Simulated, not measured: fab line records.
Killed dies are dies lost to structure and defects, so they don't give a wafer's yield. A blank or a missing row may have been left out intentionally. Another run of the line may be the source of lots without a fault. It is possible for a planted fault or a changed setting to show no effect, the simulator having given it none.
Split-lot experiment / flow gf180mcu / 23 wafers read across 5 lots, on a route 602 steps long

== ON THE SPLIT ==
At GF_CONTACT_COAT_09 (resist thk 1000 nm), the setting resist_thk_nm was moved away from the recipe's 1000 nm on 9 of the 23 wafers read, by -4.5% to -1.7%. This setting was run at the recipe's value on the other wafers.

== FROM THE SPLIT TO THE READING: what the file shows between them, 3 steps ==
- GF_CONTACT_DEVELOP_13: develop time 60 s (also split here: develop_time_s)
- GF_CONTACT_ETCH_16: etches BARC in N2/H2
- GF_CONTACT_ETCH_17: etches SiO2 in C4F8/O2/Ar, stops on CoSi2, target depth 860 nm

== THE READING ==
oes_product_au, in a.u., at GF_CONTACT_STRIP_18 (strips in O2/N2). On this fab line, fault-free wafers typically give 0.579 a.u. with a standard deviation of 0.0041 a.u.

wafer=L076.3; tool, chamber at the split=litho_track-03, 0; resist_thk_nm as run, nm=1000; against the recipe=recipe; oes_product_au, a.u.=0.575; against lot-mates on the recipe=-
wafer=L076.4; tool, chamber at the split=litho_track-03, 0; resist_thk_nm as run, nm=1000; against the recipe=recipe; oes_product_au, a.u.=0.578; against lot-mates on the recipe=-
wafer=L076.5; tool, chamber at the split=litho_track-03, 0; resist_thk_nm as run, nm=1000; against the recipe=recipe; oes_product_au, a.u.=0.586; against lot-mates on the recipe=-
wafer=L078.1; tool, chamber at the split=litho_track-03, 0; resist_thk_nm as run, nm=954.6; against the recipe=-4.5%; oes_product_au, a.u.=0.564; against lot-mates on the recipe=-0.022
wafer=L078.2; tool, chamber at the split=litho_track-03, 0; resist_thk_nm as run, nm=1000; against the recipe=recipe; oes_product_au, a.u.=0.587; against lot-mates on the recipe=-
wafer=L078.4; tool, chamber at the split=litho_track-03, 0; resist_thk_nm as run, nm=954.6; against the recipe=-4.5%; oes_product_au, a.u.=0.559; against lot-mates on the recipe=-0.027
wafer=L078.5; tool, chamber at the split=litho_track-03, 0; resist_thk_nm as run, nm=1000; against the recipe=recipe; oes_product_au, a.u.=0.585; against lot-mates on the recipe=-
wafer=L078.6; tool, chamber at the split=litho_track-03, 0; resist_thk_nm as run, nm=954.6; against the recipe=-4.5%; oes_product_au, a.u.=0.561; against lot-mates on the recipe=-0.025
wafer=L079.1; tool, chamber at the split=litho_track-03, 0; resist_thk_nm as run, nm=1000; against the recipe=recipe; oes_product_au, a.u.=0.579; against lot-mates on the recipe=-
wafer=L079.2; tool, chamber at the split=litho_track-03, 0; resist_thk_nm as run, nm=983; against the recipe=-1.7%; oes_product_au, a.u.=0.579; against lot-mates on the recipe=-0.002
wafer=L079.3; tool, chamber at the split=litho_track-03, 0; resist_thk_nm as run, nm=983; against the recipe=-1.7%; oes_product_au, a.u.=0.572; against lot-mates on the recipe=-0.009
wafer=L079.5; tool, chamber at the split=litho_track-03, 0; resist_thk_nm as run, nm=1000; against the recipe=recipe; oes_product_au, a.u.=0.582; against lot-mates on the recipe=-
wafer=L079.6; tool, chamber at the split=litho_track-03, 0; resist_thk_nm as run, nm=983; against the recipe=-1.7%; oes_product_au, a.u.=0.567; against lot-mates on the recipe=-0.014
wafer=L082.1; tool, chamber at the split=litho_track-03, 0; resist_thk_nm as run, nm=1000; against the recipe=recipe; oes_product_au, a.u.=0.579; against lot-mates on the recipe=-
wafer=L082.2; tool, chamber at the split=litho_track-03, 0; resist_thk_nm as run, nm=1000; against the recipe=recipe; oes_product_au, a.u.=0.584; against lot-mates on the recipe=-
wafer=L082.3; tool, chamber at the split=litho_track-03, 0; resist_thk_nm as run, nm=1000; against the recipe=recipe; oes_product_au, a.u.=0.585; against lot-mates on the recipe=-
wafer=L082.5; tool, chamber at the split=litho_track-03, 0; resist_thk_nm as run, nm=1000; against the recipe=recipe; oes_product_au, a.u.=0.585; against lot-mates on the recipe=-
wafer=L082.6; tool, chamber at the split=litho_track-03, 0; resist_thk_nm as run, nm=1000; against the recipe=recipe; oes_product_au, a.u.=0.579; against lot-mates on the recipe=-
wafer=L083.1; tool, chamber at the split=litho_track-04, 0; resist_thk_nm as run, nm=1000; against the recipe=recipe; oes_product_au, a.u.=0.579; against lot-mates on the recipe=-
wafer=L083.2; tool, chamber at the split=litho_track-04, 0; resist_thk_nm as run, nm=960.9; against the recipe=-3.9%; oes_product_au, a.u.=0.567; against lot-mates on the recipe=-0.012
wafer=L083.3; tool, chamber at the split=litho_track-04, 0; resist_thk_nm as run, nm=960.9; against the recipe=-3.9%; oes_product_au, a.u.=0.562; against lot-mates on the recipe=-0.017
wafer=L083.4; tool, chamber at the split=litho_track-04, 0; resist_thk_nm as run, nm=1000; against the recipe=recipe; oes_product_au, a.u.=0.579; against lot-mates on the recipe=-
wafer=L083.5; tool, chamber at the split=litho_track-04, 0; resist_thk_nm as run, nm=960.9; against the recipe=-3.9%; oes_product_au, a.u.=0.560; against lot-mates on the recipe=-0.019

THE FIT
A straight line over all 23 wafers: oes_product_au changes by +0.00459 a.u. for each +1% of resist_thk_nm; r = +0.92; the points scatter about the line by 0.0038 a.u.
The same after taking each lot's own level away (the mean of its wafers on the recipe; 23 wafers): +0.00488 a.u. for each +1%; r = +0.93; scatter 0.0036 a.u.
According to that fit, moving resist_thk_nm by its largest amount changes the reading by 0.022 a.u.
The lots' own levels span 0.5790 to 0.5860 a.u., that is 1.7 times the standard deviation above.
Hence the lot-to-lot level has little effect on the slope; both slopes agree.
Check: -0.022 a.u. against its lot-mates is what the line predicts for one of the wafers moved furthest among these (-4.5%) when that wafer is left out of the fit. It came out at -0.022 a.u. against them.

== THE OTHER SPLITS THESE WAFERS WENT THROUGH ==
These wafers also went through other splits before the reading. Each is held against what the fit with the lots' levels taken away leaves over:
other split on the same wafers=GF_SAB_CVD_00 rf_w; wafers away from the commonest value=9; r with oes_product_au (lot level and that fit taken away)=+0.03
other split on the same wafers=GF_CONTACT_CMP_04 leave_above_ref_nm; wafers away from the commonest value=8; r with oes_product_au (lot level and that fit taken away)=+0.11
other split on the same wafers=GF_CONTACT_DEVELOP_13 develop_time_s; wafers away from the commonest value=3; r with oes_product_au (lot level and that fit taken away)=+0.21

== THE WHOLE CHAIN: every reading that the file lists as answering this split, in the file's order ==
step=GF_CONTACT_COAT_09; what it does=resist thk 1000 nm; reading=KrF_of_CONTACT_COAT_09.thk_nm (the simulator's own value, which no gauge read); change (the file's fit)=+9.99 nm for each +1% of the setting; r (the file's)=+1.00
step=GF_CONTACT_STRIP_18; what it does=strips in O2/N2; reading=oes_product_au; change (the file's fit)=+0.00482 a.u. for each +1% of the setting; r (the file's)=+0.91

== THE FILE'S OWN FIT ==
oes_product_au changes by +0.00482 a.u. for each +1% of resist_thk_nm, r = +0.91.
